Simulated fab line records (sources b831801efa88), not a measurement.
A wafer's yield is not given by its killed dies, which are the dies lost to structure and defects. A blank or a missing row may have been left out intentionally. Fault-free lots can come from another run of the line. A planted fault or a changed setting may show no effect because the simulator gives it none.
fab line records    flow sky130
record lots=11  wafers=33  lastDay=50
route steps=708 shown VIA3@586 METAL4@600 CAP2M@617 VIA4@641 PAD_OPEN@708
lots with no fault: from the same line, run without faults
startH: hours from the record's first day to the start of the lot's first wafer shown    waitH: how many hours have passed since the lot's step before this one    " same as the row above    L1.1+2: one row covering several wafers at once    - no value present, or no start provided    * or withheld: withheld    < > ~ a bound
route shown NAME@n: a module of which the file shows steps, and the number in the route of the first    usual: the fault-free wafers' mean and standard deviation    same: alike in all rows    chamber/n: place in a boat    sites: the reading at each site    _std_site: the values' standard deviation    _edge_site: outer sites' mean less inner sites'    radiusMm: how far each site lies from the wafer's centre    mask NAME#n: copy n    behind: the tool/chamber that last shaped the wafer    hold: why the lot was held/for how many hours/how that ended    device: which transistor (n, p or np) failed to switch    end of line: the route-end tests of the same wafers    where a step has no rows: the recipe by itself    killed: at the first sort, the dies lost to defects and structure; wafer yield is something else    map: dies across one wafer; x = killed, . = not, _ = none there
set.NAME: the setting the step ran with; set.NAME@STEP: the setting that earlier step ran with    model.NAME: the simulator's own value behind a step, which no gauge read
route steps across a sampled set of lots; one table per step, one row per wafer
services: when a tool's chamber went out of use (startH, in hours from the record's first day, below 0 if earlier), for how many hours, and the reason
## steps
# step SKY_VIA3_OVL_MEAS_13
# usual VIA3_OVL=-4/5.2
lot.wafer  tool        chamber  startH   waitH  VIA3_OVL[nm]
L315.2     overlay-02  -        932.78   0.1    -3
L315.4     "           -        "        "      -11
L315.6     "           -        "        "      -3
L316.1     overlay-02  -        943.72   0.1    0
L316.4     "           -        "        "      -4
L316.5     "           -        "        "      -4
L317.1     overlay-01  -        948.26   0.1    2
L317.4     "           -        "        "      6
L317.5     "           -        "        "      -3
L318.2     overlay-02  -        962.13   0.1    -4
L318.5     "           -        "        "      -10
L318.6     "           -        "        "      -3
L319.1     overlay-02  -        963.87   0.1    -14
L319.3     "           -        "        "      -6
L319.4     "           -        "        "      -13
L320.3     overlay-02  -        972.59   0.1    2
L320.4     "           -        "        "      3
L320.6     "           -        "        "      5
L321.3     overlay-01  -        977.59   0.1    -1
L321.4     "           -        "        "      -2
L321.6     "           -        "        "      -5
L322.1     overlay-01  -        991.64   0.1    -9
L322.2     "           -        "        "      -6
L322.4     "           -        "        "      1
L325.2     overlay-01  -        1007.18  0.1    -7
L325.4     "           -        "        "      -8
L325.5     "           -        "        "      -8
L326.1     overlay-02  -        1010.54  0.1    -8
L326.3     "           -        "        "      -3
L326.5     "           -        "        "      -8
L333.3     overlay-01  -        1086.39  0.1    -5
L333.4     "           -        "        "      2
L333.6     "           -        "        "      5
# step SKY_METAL4_SPUTTER_02
# recipe material=AlCu  targetThkNm=735  powerW=10600  timeS=39.1  chamberPressurePa=0.4
# usual throttleValvePct=30.4/0.68
lot.wafer  tool           chamber  startH   waitH  throttleValvePct
L315.2     pvdSputter-03  -        934.26   0.0    29.7
L315.4     "              -        "        "      30.5
L315.6     "              -        "        "      29.9
L316.1     pvdSputter-01  -        945.18   0.0    31.1
L316.4     "              -        "        "      30.3
L316.5     "              -        "        "      31.3
L317.1     pvdSputter-01  -        949.70   0.0    31.0
L317.4     "              -        "        "      29.1
L317.5     "              -        "        "      29.0
L318.2     pvdSputter-01  -        963.57   0.0    31.3
L318.5     "              -        "        "      30.1
L318.6     "              -        "        "      29.1
L319.1     pvdSputter-01  -        965.32   0.0    29.1
L319.3     "              -        "        "      30.2
L319.4     "              -        "        "      31.1
L320.3     pvdSputter-01  -        974.02   0.0    30.7
L320.4     "              -        "        "      29.1
L320.6     "              -        "        "      31.1
L321.3     pvdSputter-01  -        979.02   0.0    31.4
L321.4     "              -        "        "      30.7
L321.6     "              -        "        "      31.1
L322.1     pvdSputter-01  -        993.09   0.0    30.5
L322.2     "              -        "        "      31.0
L322.4     "              -        "        "      31.2
L325.2     pvdSputter-01  -        1008.65  0.0    30.3
L325.4     "              -        "        "      31.0
L325.5     "              -        "        "      30.3
L326.1     pvdSputter-01  -        1011.99  0.0    31.1
L326.3     "              -        "        "      30.5
L326.5     "              -        "        "      31.2
L333.3     pvdSputter-01  -        1087.97  0.0    29.3
L333.4     "              -        "        "      31.2
L333.6     "              -        "        "      29.2
# step SKY_CAP2M_STRIP_14
# recipe chemistry=O2/N2  powerW=1400  pressureMtorr=1500  platenTempC=withheld  o2FlowSccm=3000  n2FlowSccm=300  overashFraction=0.5
# usual drypumpMotorCurrentA=6.0/0.62  oesProductAu=0.710/0.0044  stripTimeToEndpointS=12.66/0.045
# same overashFraction=0.5
lot.wafer  tool            chamber  startH   waitH  drypumpMotorCurrentA  oesProductAu  rfHoursCounterH  stripTimeToEndpointS
L315.2     plasmaAsher-03  1        958.94   0.1    5.5                   0.702         115              12.58
L315.4     "               0        "        "      6.7                   0.713         -                12.64
L315.6     "               0        "        "      6.7                   0.711         -                12.58
L316.1     plasmaAsher-02  1        970.50   0.1    6.5                   0.704         49               12.67
L316.4     "               1        "        "      6.6                   0.715         -                12.69
L316.5     "               1        "        "      6.6                   0.715         -                12.71
L317.1     plasmaAsher-04  0        973.47   0.1    6.5                   0.700         84               12.72
L317.4     "               0        "        "      6.5                   0.710         -                12.68
L317.5     "               0        "        "      6.5                   0.716         -                12.72
L318.2     plasmaAsher-04  0        987.14   0.1    6.5                   0.703         85               12.64
L318.5     "               1        "        "      5.4                   0.703         -                12.63
L318.6     "               0        "        "      6.4                   0.705         -                12.70
L319.1     plasmaAsher-02  1        989.57   0.1    6.5                   0.703         51               12.68
L319.3     "               1        "        "      6.5                   0.704         -                12.63
L319.4     "               0        "        "      5.2                   0.708         -                12.58
L320.3     plasmaAsher-02  1        997.72   0.1    6.6                   0.707         -                12.67
L320.4     "               0        "        "      5.2                   0.701         -                12.61
L320.6     "               1        "        "      6.5                   0.712         -                12.65
L321.3     plasmaAsher-04  1        1002.60  0.1    5.4                   0.720         -                12.64
L321.4     "               0        "        "      6.5                   0.708         -                12.65
L321.6     "               1        "        "      5.3                   0.713         -                12.64
L322.1     plasmaAsher-03  1        1016.40  0.1    5.5                   0.713         120              12.68
L322.2     "               0        "        "      6.6                   0.711         120              12.68
L322.4     "               0        "        "      6.7                   0.714         -                12.68
L325.2     plasmaAsher-03  1        1031.12  0.1    5.5                   0.707         122              12.63
L325.4     "               0        "        "      6.6                   0.703         -                12.65
L325.5     "               1        "        "      5.5                   0.714         -                12.64
L326.1     plasmaAsher-02  1        1033.60  0.1    6.5                   0.711         56               12.71
L326.3     "               1        "        "      6.5                   0.708         -                12.69
L326.5     "               0        "        "      5.2                   0.705         -                12.70
L333.3     plasmaAsher-03  0        1107.43  0.1    6.7                   0.707         -                12.59
L333.4     "               1        "        "      5.5                   0.714         -                12.62
L333.6     "               0        "        "      6.7                   0.713         -                12.65
# step SKY_METAL4_METAL_ETCH_18
# recipe targetDepthA=8450  stopOn=SiO2  overEtchFrac=0.3  timeS=183.1  chemistry=Cl2/BCl3  resistSidewallDeg=88  pressureMtorr=10  icpW=900  biasW=48.5  Cl2_flow_sccm=60  bcl3FlowSccm=30
# usual drypumpMotorCurrentA=6.2/0.49  oesProductAu=0.865/0.0065  throttleValvePct=22.263/0.0092
lot.wafer  tool         chamber  startH   waitH  drypumpMotorCurrentA  oesProductAu  rfHoursCounterH  throttleValvePct
L315.2     rieMetal-02  0        983.54   0.0    6.6                   0.872         8                22.265
L315.4     "            1        "        "      6.6                   0.872         -                22.266
L315.6     "            0        "        "      6.6                   0.866         -                22.265
L316.1     rieMetal-01  0        994.59   0.0    5.7                   0.861         9                22.260
L316.4     "            1        "        "      5.0                   0.865         -                22.262
L316.5     "            1        "        "      5.0                   0.861         -                22.272
L317.1     rieMetal-02  0        997.49   0.0    6.6                   0.864         9                22.254
L317.4     "            0        "        "      6.6                   0.866         -                22.249
L317.5     "            0        "        "      6.6                   0.869         -                22.268
L318.2     rieMetal-03  1        1011.31  0.0    5.8                   0.856         10               22.260
L318.5     "            0        "        "      6.3                   0.857         -                22.265
L318.6     "            1        "        "      5.8                   0.863         -                22.269
L319.1     rieMetal-02  0        1013.34  0.0    6.6                   0.874         10               22.262
L319.3     "            0        "        "      6.6                   0.861         -                22.266
L319.4     "            1        "        "      6.5                   0.864         -                22.259
L320.3     rieMetal-02  0        1021.20  0.1    6.6                   0.866         -                22.261
L320.4     "            1        "        "      6.6                   0.879         -                22.267
L320.6     "            1        "        "      6.5                   0.857         -                22.271
L321.3     rieMetal-02  0        1026.05  0.1    6.6                   0.868         -                22.279
L321.4     "            1        "        "      6.5                   0.870         -                22.288
L321.6     "            1        "        "      6.5                   0.862         -                22.265
L322.1     rieMetal-01  0        1039.24  0.0    5.8                   0.633         12               22.251
L322.2     "            1        "        "      5.0                   0.870         10               22.272
L322.4     "            0        "        "      5.7                   0.633         -                22.265
L325.2     rieMetal-03  0        1054.09  0.0    6.3                   0.855         20               22.264
L325.4     "            1        "        "      5.8                   0.636         -                22.271
L325.5     "            0        "        "      6.3                   0.638         -                22.262
L326.1     rieMetal-02  1        1056.04  0.0    6.6                   0.631         8                22.251
L326.3     "            1        "        "      6.6                   0.867         -                22.272
L326.5     "            0        "        "      6.6                   0.633         -                22.243
L333.3     rieMetal-03  0        1127.10  0.1    6.3                   0.874         -                22.278
L333.4     "            1        "        "      5.8                   0.869         -                22.267
L333.6     "            1        "        "      5.8                   0.875         -                22.273
# step SKY_VIA4_CMP_02
# recipe material=SiO2  downForcePsi=4  platenRpm=60  padVelocityMS=0.94248
# usual motorCurrentA=12.3/0.95
lot.wafer  tool    chamber  startH   waitH  motorCurrentA
L315.4     cmp-02  0        984.63   0.1    12.7
L315.2     "       1        "        "      13.5
L315.6     "       3        "        "      11.1
L316.1     cmp-02  0        995.60   0.1    12.9
L316.4     "       1        "        "      14.2
L316.5     "       0        "        "      12.1
L317.4     cmp-02  0        998.55   0.1    12.6
L317.1     "       1        "        "      14.4
L317.5     "       0        "        "      11.7
L318.2     cmp-02  1        1012.32  0.0    13.9
L318.5     "       1        "        "      13.6
L318.6     "       2        "        "      10.7
L319.4     cmp-01  1        1014.40  0.1    12.8
L319.1     "       2        "        "      11.6
L319.3     "       3        "        "      12.4
L320.3     cmp-02  0        1022.20  0.1    12.2
L320.4     "       2        "        "      11.3
L320.6     "       0        "        "      12.6
L321.4     cmp-02  1        1027.04  0.1    14.3
L321.3     "       0        "        "      12.2
L321.6     "       1        "        "      14.0
L322.4     cmp-02  2        1040.25  0.0    12.0
L322.1     "       3        "        "      11.3
L322.2     "       1        "        "      14.1
L325.2     cmp-01  2        1055.15  0.1    11.8
L325.4     "       3        "        "      11.6
L325.5     "       1        "        "      11.3
L326.1     cmp-01  3        1057.18  0.1    11.3
L326.3     "       2        "        "      11.9
L326.5     "       3        "        "      12.9
L333.4     cmp-01  1        1128.15  0.1    12.2
L333.3     "       3        "        "      12.3
L333.6     "       1        "        "      13.2
# step SKY_PAD_OPEN_PROBE_99
# usual defectLimitedYield=82.3/2  killed_at_M0_to_M3=43/6.8  killed_at_M4_up=3.2/1.9  killedAtContacts=24/5  killedAtFrontEnd=16/4.9  killedAtOther=0.4/0.76  killedDies=87/10  killedOpen=47/7.3  killedShort=39/6.2  sort_bin_3_pad_short=0.9/0.4  sort_bin_5_function=10.5/1.5  sort_bin_6_memory=6.4/1.2  sortNPass=405/10  sortYieldPct=82.3/2
# same grossDies=492  killedAtBackSide=0  sort_bin_4_leakage[%]=0  sort_bin_8_speed[%]=0
lot.wafer  tool       chamber  startH   waitH  defectLimitedYield[%]  killed_at_M0_to_M3  killed_at_M4_up  killedAtContacts  killedAtFrontEnd  killedAtOther  killedDies  killedOpen  killedShort  sort_bin_3_pad_short[%]  sort_bin_5_function[%]  sort_bin_6_memory[%]  sortNPass  sortYieldPct[%]
L315.2     prober-02  -        1077.75  0.1    82.1                   44                  1                27                16                0              88          50          38           0.4                      10.8                    6.7                   404        82.1
L315.4     prober-02  -        1077.85  0.2    82.3                   45                  5                18                19                0              87          44          43           1.6                      10.8                    5.3                   405        82.3
L315.6     prober-02  -        1077.95  0.2    82.7                   43                  0                23                18                1              85          44          41           1.0                      11.0                    5.3                   407        82.7
L316.1     prober-01  -        1087.61  0.1    80.9                   45                  4                31                14                0              94          57          36           0.8                      9.8                     8.5                   398        80.9
L316.4     prober-01  -        1087.76  0.2    84.8                   36                  3                22                14                0              75          41          33           1.2                      9.8                     4.3                   417        84.8
L316.5     prober-01  -        1087.81  0.2    84.8                   47                  1                22                5                 0              75          47          28           0.8                      9.8                     4.7                   417        84.8
L320.3     prober-01  -        1110.96  0.2    84.8                   39                  3                20                11                2              75          40          35           0.2                      9.1                     5.9                   417        84.8
L320.4     prober-01  -        1111.01  0.2    80.7                   48                  2                26                19                0              95          59          36           0.8                      12.0                    6.5                   397        80.7
L320.6     prober-01  -        1111.11  0.2    84.8                   52                  0                17                6                 0              75          50          25           0.4                      9.1                     5.7                   417        84.8
L321.3     prober-02  -        1115.70  0.2    81.5                   41                  3                27                20                0              91          43          48           0.8                      12.6                    5.1                   401        81.5
L321.4     prober-02  -        1115.75  0.2    81.3                   42                  2                28                19                1              92          56          36           0.8                      10.4                    7.5                   400        81.3
L321.6     prober-02  -        1115.85  0.2    81.1                   47                  4                25                17                0              93          48          45           0.4                      10.8                    7.7                   399        81.1
L322.1     prober-01  -        1126.85  0.1    83.1                   35                  5                27                16                0              83          47          36           0.8                      9.6                     6.5                   409        83.1
L322.2     prober-01  -        1126.90  0.1    81.7                   42                  1                28                19                0              90          47          43           1.0                      10.8                    6.5                   402        81.7
L322.4     prober-01  -        1127.00  0.2    85.0                   34                  3                26                11                0              74          34          40           0.6                      8.3                     6.1                   418        85.0
# killed by level:class
L315.2 LI_CONTACT:geometricParticle:open=11 VIA1:geometricParticle:open=9 VIA2:geometricParticle:open=9 POLY_GATE:geometricParticle:open=5 LI_CONTACT:geometricParticle:short=5 LOCAL_INTERCONNECT:geometricParticle:short=5 METAL2:geometricParticle:short=5 VIA1:geometricParticle:short=5
L315.4 VIA1:geometricParticle:open=12 CONTACT:geometricParticle:open=7 VIA1:geometricParticle:short=7 VIA3:geometricParticle:open=7 METAL1:geometricParticle:short=6 POLY_GATE:geometricParticle:open=5 LI_CONTACT:geometricParticle:open=5 FIELD_ISO:geometricParticle:short=4
L315.6 VIA1:geometricParticle:open=15 POLY_GATE:geometricParticle:short=12 CONTACT:geometricParticle:open=11 LI_CONTACT:geometricParticle:open=5 VIA1:geometricParticle:short=5 VIA2:geometricParticle:open=4 METAL1:geometricParticle:short=4 METAL2:geometricParticle:short=4
L316.1 LI_CONTACT:geometricParticle:open=13 CONTACT:geometricParticle:open=12 VIA1:geometricParticle:open=11 METAL1:geometricParticle:short=8 VIA1:geometricParticle:short=6 METAL2:geometricParticle:short=6 VIA2:geometricParticle:open=5 VIA3:geometricParticle:open=5
L316.4 VIA1:geometricParticle:open=15 LI_CONTACT:geometricParticle:open=7 VIA1:geometricParticle:short=6 POLY_GATE:geometricParticle:open=5 CONTACT:geometricParticle:short=5 VIA2:geometricParticle:open=5 CONTACT:geometricParticle:open=4 FIELD_ISO:geometricParticle:short=3
L316.5 VIA1:geometricParticle:open=12 VIA2:geometricParticle:open=11 CONTACT:geometricParticle:open=8 LI_CONTACT:geometricParticle:open=5 VIA2:geometricParticle:short=5 CONTACT:geometricParticle:short=4 METAL1:geometricParticle:short=4 VIA1:geometricParticle:short=4
L320.3 VIA1:geometricParticle:open=10 LI_CONTACT:geometricParticle:open=7 CONTACT:geometricParticle:open=7 METAL1:geometricParticle:short=5 VIA2:geometricParticle:short=4 FIELD_ISO:geometricParticle:short=4 CONTACT:geometricParticle:short=4 METAL1:geometricParticle:open=4
L320.4 VIA1:geometricParticle:open=16 LI_CONTACT:geometricParticle:open=10 CONTACT:geometricParticle:open=10 VIA1:geometricParticle:short=10 VIA2:geometricParticle:open=7 VIA3:geometricParticle:open=5 FIELD_ISO:geometricParticle:open=4 POLY_GATE:geometricParticle:short=4
L320.6 VIA1:geometricParticle:open=20 METAL2:geometricParticle:short=9 CONTACT:geometricParticle:open=7 VIA3:geometricParticle:open=6 VIA2:geometricParticle:open=5 LI_CONTACT:geometricParticle:open=4 METAL3:geometricParticle:short=4 FIELD_ISO:geometricParticle:open=3
L321.3 METAL3:geometricParticle:short=8 VIA2:geometricParticle:open=7 LI_CONTACT:geometricParticle:open=7 CONTACT:geometricParticle:open=7 VIA1:geometricParticle:open=7 POLY_GATE:geometricParticle:open=5 POLY_GATE:geometricParticle:short=5 LOCAL_INTERCONNECT:geometricParticle:short=5
L321.4 CONTACT:geometricParticle:open=12 VIA1:geometricParticle:open=9 POLY_GATE:geometricParticle:open=8 VIA3:geometricParticle:open=7 LI_CONTACT:geometricParticle:open=6 METAL1:geometricParticle:short=6 VIA2:geometricParticle:open=6 METAL3:geometricParticle:short=5
L321.6 CONTACT:geometricParticle:open=11 VIA1:geometricParticle:open=10 VIA2:geometricParticle:open=9 VIA3:geometricParticle:open=8 FIELD_ISO:geometricParticle:short=5 CONTACT:geometricParticle:short=5 POLY_GATE:geometricParticle:short=4 VIA3:geometricParticle:short=4
L322.1 LI_CONTACT:geometricParticle:open=9 VIA1:geometricParticle:open=9 CONTACT:geometricParticle:open=7 POLY_GATE:geometricParticle:short=5 METAL2:geometricParticle:short=5 VIA2:geometricParticle:open=5 VIA3:geometricParticle:open=5 FIELD_ISO:geometricParticle:open=4
L322.2 VIA1:geometricParticle:open=15 CONTACT:geometricParticle:open=8 LI_CONTACT:geometricParticle:open=7 METAL2:geometricParticle:short=6 METAL1:geometricParticle:short=6 POLY_GATE:geometricParticle:short=5 POLY_GATE:geometricParticle:open=4 CONTACT:geometricParticle:short=4
L322.4 LOCAL_INTERCONNECT:geometricParticle:short=8 CONTACT:geometricParticle:open=8 VIA2:geometricParticle:open=6 VIA1:geometricParticle:open=5 VIA3:geometricParticle:open=5 FIELD_ISO:geometricParticle:short=4 LI_CONTACT:geometricParticle:open=4 METAL2:geometricParticle:short=4
## services
tool            chamber  startH   hours  kind
cmp-01          -        912.16   4.0    pm
cmp-02          -        913.78   4.6    repair
plasmaAsher-02  -        918.99   50.4   repair
rieMetal-02     0        934.78   5.6    repair
rieMetal-02     1        946.32   1.4    repair
plasmaAsher-03  -        950.21   2.2    repair
plasmaAsher-02  -        952.40   1.0    repair
pvdSputter-01   -        953.83   4.6    repair
cmp-01          -        978.68   4.7    repair
rieMetal-03     -        1023.00  19.2   repair
rieMetal-03     -        1050.76  0.2    repair
rieMetal-02     -        1053.13  0.3    repair
plasmaAsher-03  -        1055.25  9.0    pm
pvdSputter-01   -        1067.36  2.2    repair
rieMetal-03     -        1067.54  0.6    repair
plasmaAsher-03  -        1077.99  15.6   pm
cmp-01          -        1083.62  0.3    repair
cmp-02          -        1084.17  4.0    pm
cmp-02          -        1090.48  4.8    pm
rieMetal-01     -        1093.02  2.8    pm
cmp-01          -        1104.73  0.5    repair
cmp-01          -        1111.44  0.5    repair
plasmaAsher-03  -        1112.41  1.4    repair
plasmaAsher-02  -        1122.60  73.2   repair
## key
firstSign step=SKY_METAL4_METAL_ETCH_18  reading=oesProductAu  direction=down  sigmas=36  usual=0.865  struck=0.634
effect none on later readings
metAt SKY_METAL4_SPUTTER_02
struckLots L322,L325,L326
struckWafers L322.1,L322.4,L325.4,L325.5,L326.1,L326.5
notActingAt SKY_VIA3_OVL_MEAS_13,SKY_CAP2M_STRIP_14,SKY_VIA4_CMP_02
onsetBetween 979.02 993.09
fault kind=processParameterDrift  tool=pvdSputter-01  chamber=-  onsetH=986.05  steps=SKY_METAL4_SPUTTER_02  channel=targetThkNm  offset=-408.52  shape=step  endH=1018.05  scope=struckWafersOnly  actsIn=theseRecipesOnly  stated=735
